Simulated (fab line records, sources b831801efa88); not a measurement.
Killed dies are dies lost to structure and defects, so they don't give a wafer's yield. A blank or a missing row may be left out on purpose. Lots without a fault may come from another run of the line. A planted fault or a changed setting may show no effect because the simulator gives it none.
Which tool did it? | flow gf180mcu | 7 lots, 21 wafers sampled, at 2 steps of a route of 602

WHAT THE GAUGES READ, wafer by wafer
GF_V3_THK_MEAS_01.
lot  | measured     | on            | V3_CVD_00_THK (nm)
L272 | day 22 14:50 | film_metro-01 | 604 603 609
L274 | day 23 19:45 | film_metro-01 | 605 600 599
L279 | day 25 01:43 | film_metro-02 | 594 596 604
L281 | day 25 15:41 | film_metro-03 | 614 593 593
L284 | day 26 12:46 | film_metro-02 | 509 514 508
L287 | day 27 10:38 | film_metro-02 | 605 602 600
L286 | day 29 18:23 | film_metro-02 | 604 602 602

WHICH TOOL RAN EACH LOT (tool, then ch and the chambers of the sampled wafers, then the start)
lot  | GF_V3_CVD_00
L272 | hdpcvd-02 ch 0,1, day 22 14:46
L274 | hdpcvd-02 ch 0,2, day 23 19:41
L279 | hdpcvd-01 ch 0,1,2, day 25 01:39
L281 | hdpcvd-01 ch 0,1,2, day 25 15:37
L284 | hdpcvd-01 ch 0,2, day 26 12:41
L287 | hdpcvd-02 ch 0,2, day 27 10:24
L286 | hdpcvd-02 ch 0,1, day 29 18:19
- GF_V3_CVD_00: deposits SiO2, target thk 600 nm, time 100 s.

THE ANSWER, worked out from the rows above alone
Rule: what is usual is taken from the lots themselves. Put in order of their means at a reading, lots are off if they are a third of the lots or fewer, leave a main group of 4 or more, and stand apart from it by a gap of 3 or more times the standard deviation of the main group's means; of several such gaps the widest counts. A main group whose means are all the same, to the digits that the tables above print for the reading, isn't used. A lot without any number at a reading at which 4 lots or more have one is off too. The other lots that the step has rows for count as sound.
Off: L284, at GF_V3_THK_MEAS_01 (V3_CVD_00_THK). The main group: mean 602 nm, standard deviation 2.3.
A tool fits if, at a process step before that reading, it ran every lot that is off, and no sound lot after the first of them. The gauges at GF_V3_THK_MEAS_01 are tried like those tools. One fits: hdpcvd-01 at GF_V3_CVD_00. Its last sound lot is L281 (day 25 15:37), its first lot that is off L284 (day 26 12:41): a fault that began between those two fits.

WHAT THE SIMULATOR HAD PUT IN
Process parameter drift: hdpcvd-01, from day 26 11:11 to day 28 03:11, at GF_V3_CVD_00. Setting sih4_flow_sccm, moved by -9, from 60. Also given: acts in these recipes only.
Lots struck among those shown: L284. The rule above found the same.
